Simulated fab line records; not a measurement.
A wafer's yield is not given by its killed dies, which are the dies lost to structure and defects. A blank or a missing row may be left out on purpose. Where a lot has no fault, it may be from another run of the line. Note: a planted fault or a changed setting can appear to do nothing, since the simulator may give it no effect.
Check for tools in common    flow gf180mcu    Sample size 12 lots and 36 wafers

## THE REASON FOR OPENING IT
At GF_HV_LDD_TW_MEAS_23 the reading HV_LDD_2_TW is flagged on 2 of 12 lots. No-fault wafers: 1060, standard deviation 9.3.
Rule: a lot is flagged when every wafer of it that has a number lies more than 4 standard deviations from that mean, or none has a number. The rest of the lots are taken to be sound.

lot   measured      on             HV_LDD_2_TW, wafer by wafer  flag
L487  day 10 19:08  film_metro-01  1065 1066 1072               
L488  day 11 02:28  film_metro-01  1072 1069 1069               
L490  day 11 19:19  film_metro-03  1060 1067 1063               
L492  day 12 08:38  film_metro-02  1044 1040 1043               
L495  day 13 07:06  film_metro-01  1065 1066 1065               
L497  day 14 01:30  film_metro-01  1058 1064 1057               
L500  day 15 17:19  film_metro-02  1050 1049 1050               
L505  day 16 19:32  film_metro-03  918 917 922                  FLAGGED
L507  day 17 04:56  film_metro-02  1047 1050 1052               
L506  day 17 06:01  film_metro-01  915 917 911                  FLAGGED
L508  day 17 11:40  film_metro-02  1045 1054 1049               
L509  day 18 02:55  film_metro-02  1050 1048 1046               
On average the flagged lots' numbers are 917, which is -143 against the usual, or -15 standard deviations.

## LOT BY LOT: THE TOOL USED
The record holds 2 process steps before the reading, out of a route of 602 steps. Read each cell as the tool, then ch plus the chambers that the sampled wafers visited, then the start.
lot   flag     GF_HV_LDD_STRIP_10                    GF_HV_LDD_IMPLANT_21
L487           plasma_asher-03 ch 0,1, day 10 00:53  implanter-03 ch 0, day 10 18:55
L488           plasma_asher-01 ch 0,1, day 10 08:10  implanter-02 ch 0, day 11 02:13
L490           plasma_asher-04 ch 0,1, day 11 00:31  implanter-02 ch 0, day 11 19:05
L492           plasma_asher-03 ch 0,1, day 11 13:47  implanter-03 ch 0, day 12 08:23
L495           plasma_asher-04 ch 1, day 12 11:28    implanter-01 ch 0, day 13 06:51
L497           plasma_asher-03 ch 0,1, day 13 05:04  implanter-02 ch 0, day 14 01:15
L500           plasma_asher-01 ch 0,1, day 14 19:28  implanter-03 ch 0, day 15 17:04
L505  FLAGGED  plasma_asher-03 ch 0,1, day 15 21:35  implanter-03 ch 0, day 16 19:17
L507           plasma_asher-03 ch 0,1, day 16 06:31  implanter-01 ch 0, day 17 04:41
L506  FLAGGED  plasma_asher-04 ch 0,1, day 16 06:43  implanter-03 ch 0, day 17 05:48
L508           plasma_asher-04 ch 0,1, day 16 12:06  implanter-02 ch 0, day 17 11:26
L509           plasma_asher-03 ch 0,1, day 17 03:49  implanter-01 ch 0, day 18 02:42
What the steps here do:
- GF_HV_LDD_STRIP_10: strips in O2/N2.
- GF_HV_LDD_IMPLANT_21
- GF_HV_LDD_TW_MEAS_23

## FLAGGED OVER TOTAL, TOOL BY TOOL (the gauges that took the reading come last)
step                  tool             lots run  flagged  share of the flagged lots  sound lots run after its first flagged lot
GF_HV_LDD_STRIP_10    plasma_asher-01  2         0        none                       -
GF_HV_LDD_STRIP_10    plasma_asher-03  6         1        some                       2 (L507,L509)
GF_HV_LDD_STRIP_10    plasma_asher-04  4         1        some                       1 (L508)
GF_HV_LDD_IMPLANT_21  implanter-01     3         0        none                       -
GF_HV_LDD_IMPLANT_21  implanter-02     4         0        none                       -
GF_HV_LDD_IMPLANT_21  implanter-03     5         2        all                        0
GF_HV_LDD_TW_MEAS_23  film_metro-01    5         1        some                       0
GF_HV_LDD_TW_MEAS_23  film_metro-02    5         0        none                       -
GF_HV_LDD_TW_MEAS_23  film_metro-03    2         1        some                       0

## WHAT IS ALLOWED BY THE TABLE
1 row of the table ran every flagged lot: implanter-03 at GF_HV_LDD_IMPLANT_21.
- implanter-03 at GF_HV_LDD_IMPLANT_21: 2 of its 5 lots flagged. Last sound lot L500 at day 15 17:04, first flagged lot L505 at day 16 19:17; a fault beginning in between fits. Its own readings lie more than 4 standard deviations out on every wafer of the flagged lots: dose_ions_cm2, faraday_current_uA.
What remains is a single tool, implanter-03 at GF_HV_LDD_IMPLANT_21.

## WHAT WAS PUT IN BY THE SIMULATOR
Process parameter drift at GF_HV_LDD_IMPLANT_21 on implanter-03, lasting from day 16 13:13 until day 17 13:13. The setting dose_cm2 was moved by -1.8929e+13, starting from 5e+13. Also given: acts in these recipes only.
Lots struck among those shown: L505, L506. This agrees with what the rule above found.
